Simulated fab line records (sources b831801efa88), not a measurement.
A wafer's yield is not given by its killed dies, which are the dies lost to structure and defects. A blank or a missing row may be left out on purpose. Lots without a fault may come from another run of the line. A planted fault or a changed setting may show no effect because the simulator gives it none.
fab line records ; flow sfq_line
record: lots: 13; wafers: 39; last_day: 89
route steps=325 shown R5@213
lots with no fault: from the same line, run without faults
start_h: hours from the record's opening day to when the first of the lot's shown wafers began ; wait_h: how many hours have passed since the lot's step before this one ; " repeats the value in the row above ; L1.1+2: a row that stands for several wafers ; - no value, or no start was given ; * or withheld: withheld ; < > ~ a bound
route shown NAME@n: NAME is a module with steps in the file, n the number in the route of the first one ; usual: the fault-free wafers' mean and standard deviation ; same: alike in all rows ; chamber/n: place in a boat ; sites: per-site readings ; _std_site: the values' standard deviation ; _edge_site: outer sites' mean less inner sites' ; radius_mm: how far each site lies from the wafer's centre ; mask NAME#n: copy n ; behind: the tool/chamber that last shaped the wafer ; hold: the reason the lot was held/the length of the hold in hours/how it ended ; device: the transistor (n, p or np) that didn't switch ; end of line: tests of these same wafers at the route's end ; a step without rows: its recipe alone ; killed: count of dies lost to structure and defects at first sort (not the wafer's yield) ; map: shows each die of a wafer: x if killed, . if not, _ if none is there
set.NAME: the setting the step ran with; set.NAME@STEP: the setting that earlier step ran with ; model.NAME: the simulator's own value behind a step, which no gauge read
a sample of lots followed through the steps of the route, with each step as a table and each wafer as a row
services: the hour from which a tool's chamber was out of use, counted from the record's first day as start_h (under 0 if before that day), plus the number of hours and why
== steps ==
step: SFQ_TRILAYER_R5_DEP_SPUTTER_133
recipe: material: MoNx; base_pressure_pa: 1.33e-06; target_thk_nm: 40; power_w: 971.4; time_s: 66.7; chamber_pressure_pa: 0.4
usual: throttle_valve_pct: 30.2/1.3
lot.wafer;tool;chamber;start_h;wait_h;throttle_valve_pct
L504.1;pvd_sputter-06;-;1415.05;0.0;32.8
L504.4;pvd_sputter-06;-;1415.05;0.0;29.7
L504.5;pvd_sputter-06;-;1415.05;0.0;32.8
L505.1;pvd_sputter-05;-;1416.26;0.0;30.7
L505.5;pvd_sputter-05;-;1416.26;0.0;29.8
L505.6;pvd_sputter-05;-;1416.26;0.0;30.4
L508.1;pvd_sputter-05;-;1450.46;0.0;30.5
L508.2;pvd_sputter-05;-;1450.46;0.0;29.9
L508.4;pvd_sputter-05;-;1450.46;0.0;31.2
L510.1;pvd_sputter-05;-;1536.76;0.0;29.8
L510.3;pvd_sputter-05;-;1536.76;0.0;31.3
L510.6;pvd_sputter-05;-;1536.76;0.0;30.0
L514.3;pvd_sputter-05;-;1579.43;0.0;31.1
L514.4;pvd_sputter-05;-;1579.43;0.0;29.9
L514.6;pvd_sputter-05;-;1579.43;0.0;30.0
L515.2;pvd_sputter-04;-;1664.77;0.0;32.4
L515.5;pvd_sputter-04;-;1664.77;0.0;28.5
L515.6;pvd_sputter-04;-;1664.77;0.0;32.4
L516.1;pvd_sputter-04;-;1668.37;0.0;32.4
L516.2;pvd_sputter-04;-;1668.37;0.0;28.7
L516.5;pvd_sputter-04;-;1668.37;0.0;28.9
L519.1;pvd_sputter-04;-;1704.37;0.0;29.0
L519.2;pvd_sputter-04;-;1704.37;0.0;32.4
L519.6;pvd_sputter-04;-;1704.37;0.0;28.6
L520.1;pvd_sputter-05;-;1712.78;0.0;29.9
L520.2;pvd_sputter-05;-;1712.78;0.0;30.4
L520.6;pvd_sputter-05;-;1712.78;0.0;30.3
L522.2;pvd_sputter-05;-;1742.67;0.0;29.9
L522.5;pvd_sputter-05;-;1742.67;0.0;29.6
L522.6;pvd_sputter-05;-;1742.67;0.0;31.3
L523.1;pvd_sputter-06;-;1751.92;0.0;32.4
L523.4;pvd_sputter-06;-;1751.92;0.0;30.8
L523.5;pvd_sputter-06;-;1751.92;0.0;32.7
L524.2;pvd_sputter-04;-;1776.99;0.0;29.3
L524.4;pvd_sputter-04;-;1776.99;0.0;28.9
L524.6;pvd_sputter-04;-;1776.99;0.0;28.5
L525.1;pvd_sputter-04;-;1787.62;0.0;32.4
L525.5;pvd_sputter-04;-;1787.62;0.0;28.3
L525.6;pvd_sputter-04;-;1787.62;0.0;29.7
step: SFQ_R5_RS_MEAS_933
recipe: thk_meas_gauge: four-point-probe; reads: Ti_of_TRILAYER_R5_DEP_SPUTTER_134+MoNx_of_TRILAYER_R5_DEP_SPUTTER_133+Ti_of_TRILAYER_R5_DEP_SPUTTER_132
usual: R5_MONX_RS: 7.24/0.097
lot.wafer;tool;chamber;start_h;wait_h;R5_MONX_RS[ohm/sq]
L504.1;film_metro-04;-;1415.14;0.0;7.16
L504.4;film_metro-04;-;1415.14;0.0;7.19
L504.5;film_metro-04;-;1415.14;0.0;7.17
L505.1;film_metro-04;-;1416.33;0.0;7.34
L505.5;film_metro-04;-;1416.33;0.0;7.20
L505.6;film_metro-04;-;1416.33;0.0;7.22
L508.1;film_metro-03;-;1450.54;0.0;7.37
L508.2;film_metro-03;-;1450.54;0.0;7.36
L508.4;film_metro-03;-;1450.54;0.0;7.38
L510.1;film_metro-03;-;1536.84;0.0;7.27
L510.3;film_metro-03;-;1536.84;0.0;7.39
L510.6;film_metro-03;-;1536.84;0.0;7.29
L514.3;film_metro-04;-;1579.54;0.0;10.74
L514.4;film_metro-04;-;1579.54;0.0;7.29
L514.6;film_metro-04;-;1579.54;0.0;7.13
L515.2;film_metro-04;-;1664.86;0.0;7.27
L515.5;film_metro-04;-;1664.86;0.0;7.15
L515.6;film_metro-04;-;1664.86;0.0;7.29
L516.1;film_metro-02;-;1668.44;0.0;7.45
L516.2;film_metro-02;-;1668.44;0.0;7.23
L516.5;film_metro-02;-;1668.44;0.0;7.30
L519.1;film_metro-03;-;1704.44;0.0;7.27
L519.2;film_metro-03;-;1704.44;0.0;7.38
L519.6;film_metro-03;-;1704.44;0.0;7.28
L520.1;film_metro-03;-;1712.85;0.0;7.15
L520.2;film_metro-03;-;1712.85;0.0;7.21
L520.6;film_metro-03;-;1712.85;0.0;7.24
L522.2;film_metro-04;-;1742.76;0.0;7.08
L522.5;film_metro-04;-;1742.76;0.0;7.16
L522.6;film_metro-04;-;1742.76;0.0;7.25
L523.1;film_metro-04;-;1751.99;0.0;7.13
L523.4;film_metro-04;-;1751.99;0.0;7.10
L523.5;film_metro-04;-;1751.99;0.0;7.20
L524.2;film_metro-03;-;1777.09;0.0;7.32
L524.4;film_metro-03;-;1777.09;0.0;7.21
L524.6;film_metro-03;-;1777.09;0.0;7.26
L525.1;film_metro-04;-;1787.69;0.0;7.32
L525.5;film_metro-04;-;1787.69;0.0;7.18
L525.6;film_metro-04;-;1787.69;0.0;7.30
step: SFQ_R5_THK_MEAS_934
recipe: thk_meas_gauge: xrf; reads: MoNx_of_TRILAYER_R5_DEP_SPUTTER_133
usual: R5_MONX_THK: 38.6/0.64
lot.wafer;tool;chamber;start_h;wait_h;R5_MONX_THK[nm]
L504.1;film_metro-04;-;1415.26;0.1;39.1
L504.4;film_metro-04;-;1415.26;0.1;38.9
L504.5;film_metro-04;-;1415.26;0.1;39.0
L505.1;film_metro-04;-;1416.45;0.1;38.2
L505.5;film_metro-04;-;1416.45;0.1;38.9
L505.6;film_metro-04;-;1416.45;0.1;38.9
L508.1;film_metro-03;-;1450.66;0.1;37.6
L508.2;film_metro-03;-;1450.66;0.1;37.6
L508.4;film_metro-03;-;1450.66;0.1;37.2
L510.1;film_metro-03;-;1536.96;0.1;38.4
L510.3;film_metro-03;-;1536.96;0.1;37.6
L510.6;film_metro-03;-;1536.96;0.1;38.0
L514.3;film_metro-04;-;1579.64;0.1;25.1
L514.4;film_metro-04;-;1579.64;0.1;38.5
L514.6;film_metro-04;-;1579.64;0.1;39.1
L515.2;film_metro-04;-;1664.97;0.1;38.6
L515.5;film_metro-04;-;1664.97;0.1;39.4
L515.6;film_metro-04;-;1664.97;0.1;38.5
L516.1;film_metro-02;-;1668.56;0.1;37.3
L516.2;film_metro-02;-;1668.56;0.1;38.7
L516.5;film_metro-02;-;1668.56;0.1;38.2
L519.1;film_metro-03;-;1704.56;0.1;38.1
L519.2;film_metro-03;-;1704.56;0.1;37.5
L519.6;film_metro-03;-;1704.56;0.1;37.8
L520.1;film_metro-03;-;1712.97;0.1;38.8
L520.2;film_metro-03;-;1712.97;0.1;38.4
L520.6;film_metro-03;-;1712.97;0.1;38.3
L522.2;film_metro-04;-;1742.87;0.1;39.3
L522.5;film_metro-04;-;1742.87;0.1;39.3
L522.6;film_metro-04;-;1742.87;0.1;38.7
L523.1;film_metro-04;-;1752.11;0.1;39.4
L523.4;film_metro-04;-;1752.11;0.1;39.6
L523.5;film_metro-04;-;1752.11;0.1;39.3
L524.2;film_metro-03;-;1777.20;0.1;37.9
L524.4;film_metro-03;-;1777.20;0.1;38.5
L524.6;film_metro-03;-;1777.20;0.1;38.1
L525.1;film_metro-04;-;1787.81;0.1;38.1
L525.5;film_metro-04;-;1787.81;0.1;38.9
L525.6;film_metro-04;-;1787.81;0.1;38.5
== services ==
tool;chamber;start_h;hours;kind
pvd_sputter-06;-;1400.08;5.7;repair
pvd_sputter-04;-;1418.81;0.8;repair
pvd_sputter-06;3;1523.04;-;consumable_replace:kit
pvd_sputter-06;3;1523.04;18.0;scheduled_down
pvd_sputter-06;3;1523.04;18.0;vent_cycle
pvd_sputter-06;-;1531.43;1.0;repair
pvd_sputter-04;-;1558.60;4.7;repair
pvd_sputter-04;-;1572.90;2.6;repair
pvd_sputter-05;-;1586.28;8.5;repair
pvd_sputter-05;-;1672.54;14.5;repair
pvd_sputter-05;2;1708.42;-;consumable_replace:kit
pvd_sputter-05;2;1708.42;18.0;scheduled_down
pvd_sputter-05;2;1708.42;18.0;vent_cycle
pvd_sputter-06;-;1711.01;2.8;repair
pvd_sputter-05;-;1731.08;5.9;repair
pvd_sputter-06;-;1757.93;2.2;repair
== key ==
first_sign: step: SFQ_R5_RS_MEAS_933; reading: R5_MONX_RS; direction: up; sigmas: 36; usual: 7.24; struck: 10.74
effect: step: SFQ_R5_THK_MEAS_934; reading: R5_MONX_THK; direction: down; sigmas: 21; usual: 38.6; struck: 25.1
met_at SFQ_TRILAYER_R5_DEP_SPUTTER_133
struck_lots L514
struck_wafers L514.3
onset_between 1536.76 1579.43
fault: kind: process_parameter_drift; tool: pvd_sputter-05; chamber: -; onset_h: 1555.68; steps: SFQ_TRILAYER_R5_DEP_SPUTTER_133; channel: target_thk_nm; offset: -13.23; shape: step; end_h: 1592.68; acts_in: these_recipes_only; stated: 40; scope: struck_wafers_only
